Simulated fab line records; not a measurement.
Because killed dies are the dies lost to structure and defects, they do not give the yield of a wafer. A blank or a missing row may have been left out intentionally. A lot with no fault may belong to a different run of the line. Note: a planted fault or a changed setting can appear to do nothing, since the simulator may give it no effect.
Chamber matching || flow sky130 || cmp-02 running SKY_VIA4_CMP_02: 4 sister chambers
The step polishes SiO2. 8 wafers are shown with their chamber, then 8 later ones without.

## WAFERS, EACH WITH ITS CHAMBER
{"wafer": "L865.1", "chamber": 1, "motor_current_A (A)": 10.9, "head_pressure_psi (psi)": 3.986}
{"wafer": "L870.1", "chamber": 1, "motor_current_A (A)": 10.8, "head_pressure_psi (psi)": 3.991}
{"wafer": "L870.2", "chamber": 3, "motor_current_A (A)": 11.5, "head_pressure_psi (psi)": 3.986}
{"wafer": "L870.6", "chamber": 2, "motor_current_A (A)": 11.7, "head_pressure_psi (psi)": 3.986}
{"wafer": "L871.2", "chamber": 2, "motor_current_A (A)": 11.8, "head_pressure_psi (psi)": 4.010}
{"wafer": "L871.4", "chamber": 3, "motor_current_A (A)": 11.4, "head_pressure_psi (psi)": 3.997}
{"wafer": "L871.5", "chamber": 0, "motor_current_A (A)": 11.5, "head_pressure_psi (psi)": 4.010}
{"wafer": "L878.1", "chamber": 0, "motor_current_A (A)": 11.7, "head_pressure_psi (psi)": 4.003}

## WAFERS WITHOUT THEIR CHAMBER
{"wafer": "L878.4", "motor_current_A (A)": 12.3, "head_pressure_psi (psi)": 4.000}
{"wafer": "L878.5", "motor_current_A (A)": 12.4, "head_pressure_psi (psi)": 4.003}
{"wafer": "L879.3", "motor_current_A (A)": 11.9, "head_pressure_psi (psi)": 4.010}
{"wafer": "L879.4", "motor_current_A (A)": 10.7, "head_pressure_psi (psi)": 4.003}
{"wafer": "L879.5", "motor_current_A (A)": 10.9, "head_pressure_psi (psi)": 4.002}
{"wafer": "L880.1", "motor_current_A (A)": 10.8, "head_pressure_psi (psi)": 3.997}
{"wafer": "L880.3", "motor_current_A (A)": 11.0, "head_pressure_psi (psi)": 3.997}
{"wafer": "L880.5", "motor_current_A (A)": 11.3, "head_pressure_psi (psi)": 4.001}

## WHICH CHAMBER EACH WENT THROUGH
{"wafer": "L878.4", "from the rows above": "can't be placed: 2 or 0", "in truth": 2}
{"wafer": "L878.5", "from the rows above": "can't be placed: 2 or 0", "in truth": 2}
{"wafer": "L879.3", "from the rows above": "can't be placed: 2 or 0", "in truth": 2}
{"wafer": "L879.4", "from the rows above": 1, "in truth": 1}
{"wafer": "L879.5", "from the rows above": 1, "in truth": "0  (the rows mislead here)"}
{"wafer": "L880.1", "from the rows above": 1, "in truth": 1}
{"wafer": "L880.3", "from the rows above": 1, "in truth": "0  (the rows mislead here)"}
{"wafer": "L880.5", "from the rows above": "can't be placed: 3 or 0", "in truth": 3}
Correctly placed: 2 of 8. Not placeable from these rows: 4 (in 4, the candidates include the true chamber). Placed wrongly: 2.
How it was worked out, from the rows above alone: a wafer's distance from a chamber is the root of the sum, over the readings, of the square of ((its reading less the chamber's mean) divided by the reading's scatter). If the next closest chamber is less than 2 further off than the closest, the wafer can't be placed; otherwise it belongs to the closest. For every chamber, the mean is computed from those of its wafers that are shown. The scatter is the square root of a quotient: the sum, over the shown wafers, of each reading's squared deviation from its chamber's mean, divided by wafers minus chambers.
